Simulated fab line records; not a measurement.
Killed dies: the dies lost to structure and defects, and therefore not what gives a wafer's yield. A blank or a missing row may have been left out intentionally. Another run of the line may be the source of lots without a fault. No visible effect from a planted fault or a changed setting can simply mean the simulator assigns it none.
Which tool did it? :: flow sky130 :: 43 wafers from 15 lots sampled at 5 of the route's 708 steps

## WHAT THE GAUGES READ, wafer by wafer
The record holds no reading of a measuring or inspecting step that can be judged against a usual standard deviation.

## WHAT TOOL EACH LOT RAN ON (gives the tool, then ch and the chambers of the sampled wafers, and finally the start)
lot: L285
SKY_VIA3_STRIP_16: plasma-asher-03 ch 0,1, day 41 09:06
SKY_METAL4_DESCUM_15: rie-metal-02 ch 0, day 43 13:56
SKY_VIA4_CMP_02: cmp-01 ch 0,2,3, day 43 15:19
SKY_VIA4_ETCH_12: rie-diel-01 ch 0,1,3, day 44 14:44
SKY_METAL5_SPUTTER_00: pvd-sputter-02, day 44 16:26

lot: L286
SKY_VIA3_STRIP_16: plasma-asher-02 ch 0,1, day 41 13:56
SKY_METAL4_DESCUM_15: rie-metal-03 ch 1, day 43 19:14
SKY_VIA4_CMP_02: cmp-02 ch 0,3, day 43 20:41
SKY_VIA4_ETCH_12: rie-diel-01 ch 2,3, day 44 20:28
SKY_METAL5_SPUTTER_00: pvd-sputter-02, day 44 21:50

lot: L287
SKY_VIA3_STRIP_16: plasma-asher-04 ch 0,1, day 41 16:59
SKY_METAL4_DESCUM_15: rie-metal-03 ch 1, day 43 22:41
SKY_VIA4_CMP_02: cmp-02 ch 0,1,3, day 43 23:53
SKY_VIA4_ETCH_12: rie-diel-02 ch 1,2,3, day 44 23:56
SKY_METAL5_SPUTTER_00: pvd-sputter-04, day 45 01:17

lot: L288
SKY_VIA3_STRIP_16: plasma-asher-03 ch 1, day 42 03:08
SKY_METAL4_DESCUM_15: rie-metal-04 ch 0,1, day 44 07:24
SKY_VIA4_CMP_02: cmp-01 ch 0,3, day 44 08:41
SKY_VIA4_ETCH_12: rie-diel-03 ch 1,2, day 45 08:47
SKY_METAL5_SPUTTER_00: pvd-sputter-01, day 45 10:08

lot: L289
SKY_VIA3_STRIP_16: plasma-asher-04 ch 0,1, day 42 04:17
SKY_METAL4_DESCUM_15: rie-metal-03 ch 0,1, day 44 08:08
SKY_VIA4_CMP_02: cmp-02 ch 1,2, day 44 09:22
SKY_VIA4_ETCH_12: rie-diel-02 ch 0,1,3, day 45 08:59
SKY_METAL5_SPUTTER_00: pvd-sputter-02, day 45 10:20

lot: L290
SKY_VIA3_STRIP_16: plasma-asher-04 ch 0,1, day 42 06:41
SKY_METAL4_DESCUM_15: rie-metal-02 ch 0,1, day 44 10:35
SKY_VIA4_CMP_02: cmp-02 ch 0,1,2, day 44 12:10
SKY_VIA4_ETCH_12: rie-diel-01 ch 0,2,3, day 45 11:46
SKY_METAL5_SPUTTER_00: pvd-sputter-04, day 45 13:17

lot: L291
SKY_VIA3_STRIP_16: plasma-asher-03 ch 0,1, day 42 07:02
SKY_METAL4_DESCUM_15: rie-metal-02 ch 0,1, day 44 10:56
SKY_VIA4_CMP_02: cmp-01 ch 0,2,3, day 44 12:05
SKY_VIA4_ETCH_12: rie-diel-02 ch 0,1,2, day 45 11:38
SKY_METAL5_SPUTTER_00: pvd-sputter-02, day 45 13:05

lot: L294
SKY_VIA3_STRIP_16: plasma-asher-04 ch 0,1, day 42 07:23
SKY_METAL4_DESCUM_15: rie-metal-04 ch 1, day 44 11:00
SKY_VIA4_CMP_02: cmp-01 ch 0,1,2, day 44 12:29
SKY_VIA4_ETCH_12: rie-diel-03 ch 0,1, day 45 11:56
SKY_METAL5_SPUTTER_00: pvd-sputter-01, day 45 13:23

lot: L293
SKY_VIA3_STRIP_16: plasma-asher-04 ch 1, day 42 08:09
SKY_METAL4_DESCUM_15: rie-metal-04 ch 0,1, day 44 11:20
SKY_VIA4_CMP_02: cmp-01 ch 0,1, day 44 12:53
SKY_VIA4_ETCH_12: rie-diel-02 ch 0,3, day 45 12:25
SKY_METAL5_SPUTTER_00: pvd-sputter-02, day 45 13:46

lot: L297
SKY_VIA3_STRIP_16: plasma-asher-04 ch 0,1, day 42 16:31
SKY_METAL4_DESCUM_15: rie-metal-04 ch 0,1, day 44 20:41
SKY_VIA4_CMP_02: cmp-02 ch 0,1, day 44 21:51
SKY_VIA4_ETCH_12: rie-diel-03 ch 0,1,2, day 45 20:32
SKY_METAL5_SPUTTER_00: pvd-sputter-04, day 45 21:56

lot: L299
SKY_VIA3_STRIP_16: plasma-asher-02 ch 0, day 47 04:49
SKY_METAL4_DESCUM_15: rie-metal-03 ch 0, day 48 23:59
SKY_VIA4_CMP_02: cmp-01 ch 1,2,3, day 49 01:14
SKY_VIA4_ETCH_12: rie-diel-01 ch 0,1, day 49 19:47
SKY_METAL5_SPUTTER_00: pvd-sputter-04, day 49 21:11

lot: L303
SKY_VIA3_STRIP_16: plasma-asher-03 ch 0,1, day 47 17:32
SKY_METAL4_DESCUM_15: rie-metal-02 ch 0,1, day 49 10:38
SKY_VIA4_CMP_02: cmp-02 ch 1,2,3, day 49 12:00
SKY_VIA4_ETCH_12: rie-diel-03 ch 0,2,3, day 50 05:17
SKY_METAL5_SPUTTER_00: pvd-sputter-02, day 50 06:44

lot: L302
SKY_VIA3_STRIP_16: plasma-asher-02 ch 0,1, day 47 19:07
SKY_METAL4_DESCUM_15: rie-metal-03 ch 1, day 49 12:05
SKY_VIA4_CMP_02: cmp-02 ch 0, day 49 13:23
SKY_VIA4_ETCH_12: rie-diel-01 ch 0,3, day 50 07:07
SKY_METAL5_SPUTTER_00: pvd-sputter-02, day 50 08:28

lot: L301
SKY_VIA3_STRIP_16: plasma-asher-03 ch 0,1, day 47 21:27
SKY_METAL4_DESCUM_15: rie-metal-04 ch 0,1, day 49 13:29
SKY_VIA4_CMP_02: cmp-02 ch 1,3, day 49 15:23
SKY_VIA4_ETCH_12: rie-diel-02 ch 0,2, day 50 08:44
SKY_METAL5_SPUTTER_00: pvd-sputter-01, day 50 10:05

lot: L308
SKY_VIA3_STRIP_16: plasma-asher-04 ch 0,1, day 48 00:01
SKY_METAL4_DESCUM_15: rie-metal-02 ch 1, day 49 15:28
SKY_VIA4_CMP_02: cmp-01 ch 0,2,3, day 49 17:16
SKY_VIA4_ETCH_12: rie-diel-03 ch 1,2,3, day 50 10:40
SKY_METAL5_SPUTTER_00: pvd-sputter-04, day 50 12:05
- SKY_VIA3_STRIP_16: strips in O2/N2.
- SKY_METAL4_DESCUM_15: chemistry O2, time 8 s.
- SKY_VIA4_CMP_02: polishes SiO2.
- SKY_VIA4_ETCH_12: etches SiO2 in C4F8/O2/Ar, stops on TiN, target depth 580 nm.
- SKY_METAL5_SPUTTER_00: material Ti, target thk 15 nm, time 10 s.

## AS READ BY THE TOOLS THEMSELVES (means over the sampled wafers that have a number; for cases with no such wafer, the mark the record gives instead)
SKY_VIA3_STRIP_16. Usual: chamber-pressure-mTorr 1500.2 mTorr, standard deviation 1.5; drypump-motor-current-A 5.63 A, standard deviation 0.25; oes-product-au 0.403 a.u., standard deviation 0.0045; strip-time-to-endpoint-s 4.13 s, standard deviation 0.04.
lot: L285
tool: plasma-asher-03
chamber-pressure-mTorr (mTorr): 1501.1
drypump-motor-current-A (A): 5.26
oes-product-au (a.u.): 0.399
strip-time-to-endpoint-s (s): 4.10
flag: 

lot: L286
tool: plasma-asher-02
chamber-pressure-mTorr (mTorr): 1500.8
drypump-motor-current-A (A): 5.79
oes-product-au (a.u.): 0.404
strip-time-to-endpoint-s (s): 4.10
flag: 

lot: L287
tool: plasma-asher-04
chamber-pressure-mTorr (mTorr): 1500.7
drypump-motor-current-A (A): 5.81
oes-product-au (a.u.): 0.399
strip-time-to-endpoint-s (s): 4.14
flag: 

lot: L288
tool: plasma-asher-03
chamber-pressure-mTorr (mTorr): 1502.0
drypump-motor-current-A (A): 5.14
oes-product-au (a.u.): 0.399
strip-time-to-endpoint-s (s): 4.09
flag: 

lot: L289
tool: plasma-asher-04
chamber-pressure-mTorr (mTorr): 1500.2
drypump-motor-current-A (A): 5.79
oes-product-au (a.u.): 0.404
strip-time-to-endpoint-s (s): 4.16
flag: 

lot: L290
tool: plasma-asher-04
chamber-pressure-mTorr (mTorr): 1499.0
drypump-motor-current-A (A): 5.77
oes-product-au (a.u.): 0.397
strip-time-to-endpoint-s (s): 4.11
flag: 

lot: L291
tool: plasma-asher-03
chamber-pressure-mTorr (mTorr): 1500.2
drypump-motor-current-A (A): 5.26
oes-product-au (a.u.): 0.404
strip-time-to-endpoint-s (s): 4.17
flag: 

lot: L294
tool: plasma-asher-04
chamber-pressure-mTorr (mTorr): 1499.6
drypump-motor-current-A (A): 5.78
oes-product-au (a.u.): 0.402
strip-time-to-endpoint-s (s): 4.09
flag: 

lot: L293
tool: plasma-asher-04
chamber-pressure-mTorr (mTorr): 1500.2
drypump-motor-current-A (A): 5.80
oes-product-au (a.u.): 0.402
strip-time-to-endpoint-s (s): 4.20
flag: 

lot: L297
tool: plasma-asher-04
chamber-pressure-mTorr (mTorr): 1500.1
drypump-motor-current-A (A): 5.83
oes-product-au (a.u.): 0.406
strip-time-to-endpoint-s (s): 4.10
flag: 

lot: L299
tool: plasma-asher-02
chamber-pressure-mTorr (mTorr): 1499.9
drypump-motor-current-A (A): 5.79
oes-product-au (a.u.): 0.401
strip-time-to-endpoint-s (s): 4.15
flag: 

lot: L303
tool: plasma-asher-03
chamber-pressure-mTorr (mTorr): 1500.6
drypump-motor-current-A (A): 5.25
oes-product-au (a.u.): 0.404
strip-time-to-endpoint-s (s): 4.11
flag: 

lot: L302
tool: plasma-asher-02
chamber-pressure-mTorr (mTorr): 1500.4
drypump-motor-current-A (A): 5.79
oes-product-au (a.u.): 0.407
strip-time-to-endpoint-s (s): 4.15
flag: 

lot: L301
tool: plasma-asher-03
chamber-pressure-mTorr (mTorr): 1499.8
drypump-motor-current-A (A): 5.29
oes-product-au (a.u.): 0.402
strip-time-to-endpoint-s (s): 4.15
flag: 

lot: L308
tool: plasma-asher-04
chamber-pressure-mTorr (mTorr): 1500.1
drypump-motor-current-A (A): 5.79
oes-product-au (a.u.): 0.407
strip-time-to-endpoint-s (s): 4.12
flag: 

SKY_METAL4_DESCUM_15. Usual: chamber-pressure-mTorr 9.999 mTorr, standard deviation 0.0089; drypump-motor-current-A 5.6 A, standard deviation 0.33; oes-product-au 0.995 a.u., standard deviation 0.014.
lot: L285
tool: rie-metal-02
chamber-pressure-mTorr (mTorr): 9.995
drypump-motor-current-A (A): 5.9
oes-product-au (a.u.): 0.984
flag: 

lot: L286
tool: rie-metal-03
chamber-pressure-mTorr (mTorr): 10.004
drypump-motor-current-A (A): 5.0
oes-product-au (a.u.): 0.979
flag: 

lot: L287
tool: rie-metal-03
chamber-pressure-mTorr (mTorr): 9.997
drypump-motor-current-A (A): 5.0
oes-product-au (a.u.): 0.986
flag: 

lot: L288
tool: rie-metal-04
chamber-pressure-mTorr (mTorr): 10.002
drypump-motor-current-A (A): 5.8
oes-product-au (a.u.): 1.009
flag: 

lot: L289
tool: rie-metal-03
chamber-pressure-mTorr (mTorr): 10.005
drypump-motor-current-A (A): 5.2
oes-product-au (a.u.): 0.994
flag: 

lot: L290
tool: rie-metal-02
chamber-pressure-mTorr (mTorr): 9.999
drypump-motor-current-A (A): 5.7
oes-product-au (a.u.): 0.994
flag: 

lot: L291
tool: rie-metal-02
chamber-pressure-mTorr (mTorr): 9.996
drypump-motor-current-A (A): 5.6
oes-product-au (a.u.): 0.987
flag: 

lot: L294
tool: rie-metal-04
chamber-pressure-mTorr (mTorr): 10.003
drypump-motor-current-A (A): 5.7
oes-product-au (a.u.): 1.010
flag: 

lot: L293
tool: rie-metal-04
chamber-pressure-mTorr (mTorr): 9.993
drypump-motor-current-A (A): 5.8
oes-product-au (a.u.): 1.009
flag: 

lot: L297
tool: rie-metal-04
chamber-pressure-mTorr (mTorr): 9.991
drypump-motor-current-A (A): 5.8
oes-product-au (a.u.): 0.981
flag: 

lot: L299
tool: rie-metal-03
chamber-pressure-mTorr (mTorr): 9.997
drypump-motor-current-A (A): 5.7
oes-product-au (a.u.): 1.030
flag: 

lot: L303
tool: rie-metal-02
chamber-pressure-mTorr (mTorr): 10.001
drypump-motor-current-A (A): 5.8
oes-product-au (a.u.): 0.996
flag: 

lot: L302
tool: rie-metal-03
chamber-pressure-mTorr (mTorr): 10.009
drypump-motor-current-A (A): 5.0
oes-product-au (a.u.): 0.988
flag: 

lot: L301
tool: rie-metal-04
chamber-pressure-mTorr (mTorr): 10.003
drypump-motor-current-A (A): 5.8
oes-product-au (a.u.): 0.996
flag: 

lot: L308
tool: rie-metal-02
chamber-pressure-mTorr (mTorr): 9.998
drypump-motor-current-A (A): 5.5
oes-product-au (a.u.): 1.006
flag: 

SKY_VIA4_CMP_02. Usual: motor-current-A 12.4 A, standard deviation 0.98; slurry-flow-ml-min 150.0, standard deviation 0.52.
lot: L285
tool: cmp-01
motor-current-A (A): 13.2
slurry-flow-ml-min: 150.2
flag: 

lot: L286
tool: cmp-02
motor-current-A (A): 11.6
slurry-flow-ml-min: 149.4
flag: 

lot: L287
tool: cmp-02
motor-current-A (A): 11.8
slurry-flow-ml-min: 150.0
flag: 

lot: L288
tool: cmp-01
motor-current-A (A): 12.4
slurry-flow-ml-min: 149.7
flag: 

lot: L289
tool: cmp-02
motor-current-A (A): 12.6
slurry-flow-ml-min: 150.7
flag: 

lot: L290
tool: cmp-02
motor-current-A (A): 11.9
slurry-flow-ml-min: 150.0
flag: 

lot: L291
tool: cmp-01
motor-current-A (A): 13.1
slurry-flow-ml-min: 149.4
flag: 

lot: L294
tool: cmp-01
motor-current-A (A): 13.0
slurry-flow-ml-min: 150.2
flag: 

lot: L293
tool: cmp-01
motor-current-A (A): 11.8
slurry-flow-ml-min: 150.0
flag: 

lot: L297
tool: cmp-02
motor-current-A (A): 11.5
slurry-flow-ml-min: 150.1
flag: 

lot: L299
tool: cmp-01
motor-current-A (A): 12.5
slurry-flow-ml-min: 149.1
flag: 

lot: L303
tool: cmp-02
motor-current-A (A): 12.5
slurry-flow-ml-min: 150.4
flag: 

lot: L302
tool: cmp-02
motor-current-A (A): 10.9
slurry-flow-ml-min: 149.8
flag: 

lot: L301
tool: cmp-02
motor-current-A (A): 12.1
slurry-flow-ml-min: 149.9
flag: 

lot: L308
tool: cmp-01
motor-current-A (A): 13.0
slurry-flow-ml-min: 150.1
flag: 

SKY_VIA4_ETCH_12. Usual: chamber-pressure-mTorr 40.00 mTorr, standard deviation 0.036; oes-product-au 0.926 a.u., standard deviation 0.0048.
lot: L285
tool: rie-diel-01
chamber-pressure-mTorr (mTorr): 40.02
oes-product-au (a.u.): 0.927
flag: 

lot: L286
tool: rie-diel-01
chamber-pressure-mTorr (mTorr): 40.03
oes-product-au (a.u.): 0.925
flag: 

lot: L287
tool: rie-diel-02
chamber-pressure-mTorr (mTorr): 39.98
oes-product-au (a.u.): 0.928
flag: 

lot: L288
tool: rie-diel-03
chamber-pressure-mTorr (mTorr): 40.03
oes-product-au (a.u.): 0.928
flag: 

lot: L289
tool: rie-diel-02
chamber-pressure-mTorr (mTorr): 39.97
oes-product-au (a.u.): 0.922
flag: 

lot: L290
tool: rie-diel-01
chamber-pressure-mTorr (mTorr): 39.99
oes-product-au (a.u.): 0.930
flag: 

lot: L291
tool: rie-diel-02
chamber-pressure-mTorr (mTorr): 40.02
oes-product-au (a.u.): 0.928
flag: 

lot: L294
tool: rie-diel-03
chamber-pressure-mTorr (mTorr): 40.01
oes-product-au (a.u.): 0.921
flag: 

lot: L293
tool: rie-diel-02
chamber-pressure-mTorr (mTorr): 39.99
oes-product-au (a.u.): 0.925
flag: 

lot: L297
tool: rie-diel-03
chamber-pressure-mTorr (mTorr): 40.01
oes-product-au (a.u.): 0.928
flag: 

lot: L299
tool: rie-diel-01
chamber-pressure-mTorr (mTorr): 39.97
oes-product-au (a.u.): 0.925
flag: 

lot: L303
tool: rie-diel-03
chamber-pressure-mTorr (mTorr): 39.97
oes-product-au (a.u.): 0.959
flag: OFF

lot: L302
tool: rie-diel-01
chamber-pressure-mTorr (mTorr): 40.01
oes-product-au (a.u.): 0.957
flag: OFF

lot: L301
tool: rie-diel-02
chamber-pressure-mTorr (mTorr): 39.98
oes-product-au (a.u.): 0.972
flag: OFF

lot: L308
tool: rie-diel-03
chamber-pressure-mTorr (mTorr): 39.99
oes-product-au (a.u.): 0.927
flag: 

SKY_METAL5_SPUTTER_00. Usual: throttle-valve-pct reads 29.8 % (standard deviation 1.2).
lot: L285
tool: pvd-sputter-02
throttle-valve-pct (%): 30.0
flag: 

lot: L286
tool: pvd-sputter-02
throttle-valve-pct (%): 29.9
flag: 

lot: L287
tool: pvd-sputter-04
throttle-valve-pct (%): 31.5
flag: 

lot: L288
tool: pvd-sputter-01
throttle-valve-pct (%): 28.7
flag: 

lot: L289
tool: pvd-sputter-02
throttle-valve-pct (%): 30.4
flag: 

lot: L290
tool: pvd-sputter-04
throttle-valve-pct (%): 30.5
flag: 

lot: L291
tool: pvd-sputter-02
throttle-valve-pct (%): 30.4
flag: 

lot: L294
tool: pvd-sputter-01
throttle-valve-pct (%): 29.1
flag: 

lot: L293
tool: pvd-sputter-02
throttle-valve-pct (%): 29.6
flag: 

lot: L297
tool: pvd-sputter-04
throttle-valve-pct (%): 31.5
flag: 

lot: L299
tool: pvd-sputter-04
throttle-valve-pct (%): 31.5
flag: 

lot: L303
tool: pvd-sputter-02
throttle-valve-pct (%): 29.6
flag: 

lot: L302
tool: pvd-sputter-02
throttle-valve-pct (%): 29.1
flag: 

lot: L301
tool: pvd-sputter-01
throttle-valve-pct (%): 28.9
flag: 

lot: L308
tool: pvd-sputter-04
throttle-valve-pct (%): 30.6
flag: 

## THE ANSWER, worked out from the rows above alone
Rule: lot off if the mean of its wafers having a number is beyond 3 standard deviations from the usual mean. A lot without any number at a reading at which 4 lots or more have one is off too. Where the step has rows for the other lots, those lots are counted as sound. The gauges are gone through in route order, then the tools' own readings, and for those a lot's mean is taken as printed above. The first step at which some lot is off is used, and at that step the reading that is off furthest; a lot without a number counts as furthest.
Off: L303, L302, L301 (SKY_VIA4_ETCH_12, oes-product-au).
If a tool, at that step or one of the process steps before it, ran each lot that is off and ran no sound lot following the first of them, it fits. One fits: SKY_VIA4_CMP_02 on cmp-02. A fault onset in the window from L297 (day 44 21:51, its last sound lot) to L303 (day 49 12:00, its first lot off) fits.

## WHAT HAD BEEN PUT IN BY THE SIMULATOR
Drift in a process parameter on cmp-02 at SKY_VIA4_CMP_02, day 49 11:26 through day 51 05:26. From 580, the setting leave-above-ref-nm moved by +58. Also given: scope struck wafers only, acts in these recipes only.
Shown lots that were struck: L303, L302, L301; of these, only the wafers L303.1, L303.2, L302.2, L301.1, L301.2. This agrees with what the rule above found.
